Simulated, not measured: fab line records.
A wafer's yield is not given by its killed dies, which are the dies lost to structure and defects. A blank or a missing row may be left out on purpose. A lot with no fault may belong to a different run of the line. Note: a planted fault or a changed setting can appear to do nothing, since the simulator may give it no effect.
fab line records    flow gf180mcu
record lots=6  wafers=18  last_day=34
route steps=602 shown M3@409
lots that met no fault: taken from a fault-free run of the same line
start_h: start of the lot's first displayed wafer, in hours after the record's first day    wait_h: how many hours have passed since the lot's step before this one    " identical to the entry in the row above    L1.1+2: a single row standing in for several wafers    - value missing, or start not given    * or withheld: withheld    < > ~ a bound
route shown NAME@n: names a module that has steps shown in the file, with the first one's number in the route    usual: the fault-free wafers' mean and standard deviation    same: alike in all rows    chamber/n: place in a boat    sites: each site's reading    _std_site: standard deviation of those values    _edge_site: the outer-site mean with the inner-site mean subtracted    radius_mm: how far each site lies from the wafer's centre    mask NAME#n: copy n    behind: the last tool/chamber to shape the wafer    hold: why the lot went on hold/how many hours it stayed there/how the hold came to an end    device: the transistor (n, p or np) that didn't switch    end of line: the tests these same wafers got at the end of their route    a step without rows: its recipe alone    killed: count of dies lost to structure and defects at first sort (not the wafer's yield)    map: a wafer's dies, marking killed ones x, the rest . and places with no die _
set.NAME: the setting that was run; set.NAME@STEP: the one run at that earlier step    model.NAME: the simulator's own value behind a step, which no gauge read
lots at some steps of the route; a table a step, a row a wafer
services: a tool's chamber out of use, with start hour (start_h, from the record's first day; less than 0 if before it), hours out, and reason
## steps
# step GF_M3_SPUTTER_00
# recipe material=Ti  target_thk_nm=37.5  arriving_ion_energy_ev=80  substrate_temp_c=200  chamber_pressure_pa=2  power_w=4000  time_s=150
# usual throttle_valve_pct=29.8/0.44
lot.wafer  tool            chamber  start_h  wait_h  throttle_valve_pct
L518.2     pvd_sputter-03  -        528.27   0.1     29.9
L518.3     "               -        "        "       29.3
L518.4     "               -        "        "       30.5
L519.3     pvd_sputter-03  -        534.23   0.2     30.7
L519.5     "               -        "        "       29.1
L519.6     "               -        "        "       29.9
L520.1     pvd_sputter-04  -        538.06   0.1     30.5
L520.2     "               -        "        "       29.2
L520.5     "               -        "        "       29.7
L524.2     pvd_sputter-04  -        569.69   0.2     29.1
L524.4     "               -        "        "       30.7
L524.6     "               -        "        "       30.0
L534.2     pvd_sputter-03  -        646.98   0.1     30.5
L534.3     "               -        "        "       29.3
L534.6     "               -        "        "       30.6
L535.1     pvd_sputter-01  -        654.00   0.1     29.4
L535.2     "               -        "        "       29.7
L535.5     "               -        "        "       29.7
# step GF_M3_SPUTTER_01
# recipe material=TiN  target_thk_nm=30  power_w=6500  time_s=25  chamber_pressure_pa=0.4
# usual throttle_valve_pct=29.8/0.43
lot.wafer  tool            chamber  start_h  wait_h  throttle_valve_pct
L518.2     pvd_sputter-03  -        528.37   0.1     30.1
L518.3     "               -        "        "       29.5
L518.4     "               -        "        "       30.8
L519.3     pvd_sputter-03  -        534.33   0.1     30.6
L519.5     "               -        "        "       29.1
L519.6     "               -        "        "       29.9
L520.1     pvd_sputter-04  -        538.16   0.1     30.5
L520.2     "               -        "        "       29.4
L520.5     "               -        "        "       30.0
L524.2     pvd_sputter-04  -        569.79   0.1     29.5
L524.4     "               -        "        "       30.5
L524.6     "               -        "        "       30.1
L534.2     pvd_sputter-03  -        647.08   0.1     30.5
L534.3     "               -        "        "       29.2
L534.6     "               -        "        "       30.7
L535.1     pvd_sputter-01  -        654.10   0.1     29.6
L535.2     "               -        "        "       29.9
L535.5     "               -        "        "       29.9
# step GF_M3_SPUTTER_02
# recipe material=AlCu  target_thk_nm=450  power_w=10600  time_s=23.9  chamber_pressure_pa=0.4
# usual throttle_valve_pct=29.8/0.45
lot.wafer  tool            chamber  start_h  wait_h  throttle_valve_pct
L518.2     pvd_sputter-03  -        528.40   0.0     29.9
L518.3     "               -        "        "       29.4
L518.4     "               -        "        "       30.8
L519.3     pvd_sputter-03  -        534.36   0.0     30.7
L519.5     "               -        "        "       29.6
L519.6     "               -        "        "       30.0
L520.1     pvd_sputter-04  -        538.19   0.0     30.4
L520.2     "               -        "        "       29.3
L520.5     "               -        "        "       30.2
L524.2     pvd_sputter-04  -        569.82   0.0     29.3
L524.4     "               -        "        "       30.6
L524.6     "               -        "        "       29.9
L534.2     pvd_sputter-03  -        647.11   0.0     30.8
L534.3     "               -        "        "       29.5
L534.6     "               -        "        "       30.6
L535.1     pvd_sputter-01  -        654.13   0.0     29.5
L535.2     "               -        "        "       29.9
L535.5     "               -        "        "       29.7
# step GF_M3_SPUTTER_03
# recipe material=Ti  target_thk_nm=10  substrate_temp_c=300  chamber_pressure_pa=0.3  power_w=3000  time_s=6.7
# usual throttle_valve_pct=29.8/0.42
lot.wafer  tool            chamber  start_h  wait_h  throttle_valve_pct
L518.2     pvd_sputter-03  -        528.43   0.0     29.7
L518.3     "               -        "        "       29.3
L518.4     "               -        "        "       30.5
L519.3     pvd_sputter-03  -        534.39   0.0     30.5
L519.5     "               -        "        "       29.2
L519.6     "               -        "        "       29.8
L520.1     pvd_sputter-04  -        538.22   0.0     30.4
L520.2     "               -        "        "       28.9
L520.5     "               -        "        "       29.9
L524.2     pvd_sputter-04  -        569.85   0.0     29.3
L524.4     "               -        "        "       30.3
L524.6     "               -        "        "       30.0
L534.2     pvd_sputter-03  -        647.14   0.0     30.4
L534.3     "               -        "        "       29.4
L534.6     "               -        "        "       30.6
L535.1     pvd_sputter-01  -        654.16   0.0     29.8
L535.2     "               -        "        "       29.8
L535.5     "               -        "        "       29.8
# step GF_M3_SPUTTER_04
# recipe material=TiN  target_thk_nm=50  power_w=6500  time_s=41.7  chamber_pressure_pa=0.4
# usual throttle_valve_pct=29.8/0.44
lot.wafer  tool            chamber  start_h  wait_h  throttle_valve_pct
L518.2     pvd_sputter-03  -        528.45   0.0     29.9
L518.3     "               -        "        "       29.2
L518.4     "               -        "        "       30.4
L519.3     pvd_sputter-03  -        534.41   0.0     30.8
L519.5     "               -        "        "       29.5
L519.6     "               -        "        "       30.1
L520.1     pvd_sputter-04  -        538.24   0.0     30.5
L520.2     "               -        "        "       29.2
L520.5     "               -        "        "       30.3
L524.2     pvd_sputter-04  -        569.87   0.0     29.2
L524.4     "               -        "        "       30.6
L524.6     "               -        "        "       30.0
L534.2     pvd_sputter-03  -        647.16   0.0     30.5
L534.3     "               -        "        "       29.2
L534.6     "               -        "        "       30.7
L535.1     pvd_sputter-01  -        654.18   0.0     29.6
L535.2     "               -        "        "       29.8
L535.5     "               -        "        "       29.8
# step GF_M3_RS_MEAS_05
# recipe thk_meas_gauge=four-point-probe  reads=TiN_of_M3_SPUTTER_04+Ti_of_M3_SPUTTER_03+AlCu_of_M3_SPUTTER_02+TiN_of_M3_SPUTTER_01+Ti_of_M3_SPUTTER_00
# usual M3_ALCU_RS=0.0699/0.0009
lot.wafer  tool           chamber  start_h  wait_h  M3_ALCU_RS[ohm/sq]
L518.2     film_metro-03  -        528.51   0.0     0.0685
L518.3     "              -        "        "       0.0694
L518.4     "              -        "        "       0.0699
L519.3     film_metro-04  -        534.49   0.1     0.0711
L519.5     "              -        "        "       0.0704
L519.6     "              -        "        "       0.0697
L520.1     film_metro-04  -        538.28   0.0     0.0723
L520.2     "              -        "        "       0.0701
L520.5     "              -        "        "       0.0701
L524.2     film_metro-03  -        569.93   0.0     0.0680
L524.4     "              -        "        "       0.0697
L524.6     "              -        "        "       0.0686
L534.2     film_metro-04  -        647.22   0.0     0.0722
L534.3     "              -        "        "       0.0709
L534.6     "              -        "        "       0.0713
L535.1     film_metro-04  -        654.22   0.0     0.0704
L535.2     "              -        "        "       0.0707
L535.5     "              -        "        "       0.0711
# step GF_M3_THK_MEAS_06
# recipe thk_meas_gauge=xrf  reads=AlCu_of_M3_SPUTTER_02
# usual M3_ALCU_THK=439/5.7
lot.wafer  tool           chamber  start_h  wait_h  M3_ALCU_THK[nm]
L518.2     film_metro-03  -        528.62   0.1     448
L518.3     "              -        "        "       442
L518.4     "              -        "        "       438
L519.3     film_metro-04  -        534.59   0.1     434
L519.5     "              -        "        "       435
L519.6     "              -        "        "       438
L520.1     film_metro-04  -        538.40   0.1     425
L520.2     "              -        "        "       438
L520.5     "              -        "        "       438
L524.2     film_metro-03  -        570.04   0.1     450
L524.4     "              -        "        "       440
L524.6     "              -        "        "       448
L534.2     film_metro-04  -        647.33   0.1     426
L534.3     "              -        "        "       434
L534.6     "              -        "        "       430
L535.1     film_metro-04  -        654.34   0.1     439
L535.2     "              -        "        "       440
L535.5     "              -        "        "       432
# step GF_M3_DEHYDRATE_07
# recipe temp_c=200  time_s=60
# step GF_M3_HMDS_08
# recipe prime_time_s=60  prime_temp_c=120
# step GF_M3_COAT_09
# recipe resist=KrF  spin_rpm=withheld  resist_thk_nm=1000
# step GF_M3_SOFTBAKE_10
# recipe temp_c=130  time_s=60  resist=KrF
# step GF_M3_EXPOSE_11
# recipe mask_id=Metal3  target_cd_nm=280  na=0.68  source_shape=conventional  sigma_outer=0.6  dose_mj=28
# step GF_M3_PEB_12
# recipe peb_temp_c=135  peb_time_s=90  resist=KrF
# usual heater_power_total_W=85.70/0.094  plate_temp_C=134.99/0.14
lot.wafer  tool            chamber  start_h  wait_h  heater_power_total_W  plate_temp_C
L518.2     litho_track-03  0        550.89   -       85.55                 134.84
L518.3     "               0        "        "       85.78                 134.96
L518.4     "               0        "        "       85.78                 134.97
L519.3     litho_track-03  0        557.27   -       85.81                 135.15
L519.5     "               0        "        "       85.52                 134.98
L519.6     "               0        "        "       85.79                 135.00
L520.1     litho_track-01  0        559.67   -       86.70                 136.36
L520.2     "               0        "        "       86.68                 136.22
L520.5     "               0        "        "       86.48                 136.32
L524.2     litho_track-01  0        591.15   -       86.76                 136.02
L524.4     "               0        "        "       86.74                 136.13
L524.6     "               0        "        "       86.54                 136.15
L534.2     litho_track-03  0        665.84   -       85.67                 134.88
L534.3     "               0        "        "       85.60                 134.96
L534.6     "               0        "        "       85.66                 134.65
L535.1     litho_track-01  0        672.62   -       85.77                 135.07
L535.2     "               0        "        "       85.63                 135.00
L535.5     "               0        "        "       85.59                 135.27
# step GF_M3_DEVELOP_13
# recipe develop_time_s=60  dev_temp_c=21
# step GF_M3_CD_MEAS_14
# recipe target_cd_nm=280
# usual cd_nm=280.0/1
lot.wafer  tool       chamber  start_h  wait_h  cd_nm
L518.2     cd_sem-01  -        551.22   0.1     281.9
L518.3     "          -        "        "       280.4
L518.4     "          -        "        "       280.7
L519.3     cd_sem-01  -        557.59   0.1     280.3
L519.5     "          -        "        "       280.4
L519.6     "          -        "        "       280.6
L520.1     cd_sem-01  -        560.02   0.1     277.6
L520.2     "          -        "        "       276.8
L520.5     "          -        "        "       277.9
L524.2     cd_sem-01  -        591.49   0.1     277.2
L524.4     "          -        "        "       277.4
L524.6     "          -        "        "       277.5
L534.2     cd_sem-02  -        666.17   0.1     280.8
L534.3     "          -        "        "       281.2
L534.6     "          -        "        "       281.1
L535.1     cd_sem-01  -        672.97   0.1     280.5
L535.2     "          -        "        "       279.5
L535.5     "          -        "        "       279.8
# step GF_M3_OVL_MEAS_15
# usual M3_OVL=-4/5.4
lot.wafer  tool        chamber  start_h  wait_h  M3_OVL[nm]
L518.2     overlay-02  -        551.33   0.1     -5
L518.3     "           -        "        "       -6
L518.4     "           -        "        "       -1
L519.3     overlay-02  -        557.68   0.1     -10
L519.5     "           -        "        "       -3
L519.6     "           -        "        "       -9
L520.1     overlay-02  -        560.14   0.1     -12
L520.2     "           -        "        "       -9
L520.5     "           -        "        "       -9
L524.2     overlay-02  -        591.59   0.1     -17
L524.4     "           -        "        "       -16
L524.6     "           -        "        "       -21
L534.2     overlay-02  -        666.28   0.1     -1
L534.3     "           -        "        "       -9
L534.6     "           -        "        "       -2
L535.1     overlay-02  -        673.09   0.1     -9
L535.2     "           -        "        "       -9
L535.5     "           -        "        "       -10
## services
tool            chamber  start_h  hours  kind
pvd_sputter-04  -        515.51   19.3   repair
pvd_sputter-04  -        551.54   1.4    repair
pvd_sputter-01  2        555.36   -      consumable_replace:kit
pvd_sputter-01  2        555.36   18.0   scheduled_down
pvd_sputter-01  2        555.36   18.0   vent_cycle
pvd_sputter-03  3        573.92   -      consumable_replace:kit
pvd_sputter-03  3        573.92   18.0   scheduled_down
pvd_sputter-03  3        573.92   18.0   vent_cycle
pvd_sputter-01  -        586.78   4.7    repair
pvd_sputter-04  2        641.12   -      consumable_replace:kit
pvd_sputter-04  2        641.12   18.0   scheduled_down
pvd_sputter-04  2        641.12   18.0   vent_cycle
pvd_sputter-04  -        661.52   0.6    repair
## key
first_sign step=GF_M3_PEB_12  reading=heater_power_total_W  direction=up  sigmas=10  usual=85.70  struck=86.65
effect step=GF_M3_PEB_12  reading=plate_temp_C  direction=up  sigmas=8.5  usual=*  struck=*
effect step=GF_M3_CD_MEAS_14  reading=cd_nm  direction=down  sigmas=2.5  usual=280.0  struck=277.4
met_at GF_M3_PEB_12
struck_wafers L520.1,L520.2,L520.5,L524.2,L524.4,L524.6
fault kind=process_parameter_drift  tool=litho_track-01  chamber=-  onset_h=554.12  steps=GF_M3_PEB_12  channel=peb_temp_c  offset=*  shape=step  end_h=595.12  acts_in=*  stated=*
